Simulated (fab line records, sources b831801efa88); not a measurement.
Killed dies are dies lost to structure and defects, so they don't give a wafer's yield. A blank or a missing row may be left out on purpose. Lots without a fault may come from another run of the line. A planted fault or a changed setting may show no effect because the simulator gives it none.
Which tool did it? | flow sky130 | 6 lots, 17 wafers sampled, at 3 steps of a route of 708

WHAT THE GAUGES READ, wafer by wafer
SKY_SD_N_RS_MEAS_18: measures by four-point-probe.
lot  | measured     | on            | RES_XHIGH_RS (ohm/sq)
L202 | day 29 06:56 | film_metro-02 | 334.1 333.5 333.4
L204 | day 30 00:44 | film_metro-04 | 332.4 332.6 331.9
L206 | day 30 14:20 | film_metro-01 | 332.9 333.1 333.6
L214 | day 33 00:25 | film_metro-01 | 334.6 333.1 335.4
L218 | day 34 05:26 | film_metro-04 | 394.0 332.7
L222 | day 35 09:34 | film_metro-04 | 333.7 334.3 332.5

WHICH TOOL RAN EACH LOT (tool, then ch and the chambers of the sampled wafers, then the start)
lot  | SKY_POLY_CUT_ETCH_11               | SKY_RES_XHIGH_IMPLANT_07
L202 | rie_diel-01 ch 0,1,2, day 25 14:36 | implanter-01 ch 0, day 28 01:05
L204 | rie_diel-01 ch 0,1,3, day 26 08:04 | implanter-01 ch 0, day 28 19:05
L206 | rie_diel-01 ch 0,3, day 26 22:29   | implanter-04 ch 0, day 29 09:07
L214 | rie_diel-02 ch 1,2,3, day 29 12:58 | implanter-04 ch 0, day 31 19:37
L218 | rie_diel-01 ch 0,1, day 30 19:27   | implanter-04 ch 0, day 33 02:32
L222 | rie_diel-01 ch 0,2,3, day 31 23:52 | implanter-03 ch 0, day 34 06:14
- SKY_POLY_CUT_ETCH_11: etches Si3N4 in CF4/CH2F2/Ar, stops on poly-Si, time 42.5 s, target depth 60 nm.
- SKY_RES_XHIGH_IMPLANT_07

THE ANSWER, worked out from the rows above alone
Rule: what is usual is taken from the lots themselves. Put in order of their means at a reading, lots are off if they are a third of the lots or fewer, leave a main group of 4 or more, and stand apart from it by a gap of 3 or more times the standard deviation of the main group's means; of several such gaps the widest counts. A main group whose means are all the same, to the digits that the tables above print for the reading, isn't used. A lot without any number at a reading at which 4 lots or more have one is off too. The other lots that the step has rows for count as sound.
Off: L218, at SKY_SD_N_RS_MEAS_18 (RES_XHIGH_RS). The main group: mean 333.4 ohm/sq, standard deviation 0.67.
A tool fits if, at a process step before that reading, it ran every lot that is off, and no sound lot after the first of them. The gauges at SKY_SD_N_RS_MEAS_18 are tried like those tools. One fits: implanter-04 at SKY_RES_XHIGH_IMPLANT_07. Its last sound lot is L214 (day 31 19:37), its first lot that is off L218 (day 33 02:32): a fault that began between those two fits.

WHAT THE SIMULATOR HAD PUT IN
Process parameter drift: implanter-04, from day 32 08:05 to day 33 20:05, at SKY_RES_XHIGH_IMPLANT_07. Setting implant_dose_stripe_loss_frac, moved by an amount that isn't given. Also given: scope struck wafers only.
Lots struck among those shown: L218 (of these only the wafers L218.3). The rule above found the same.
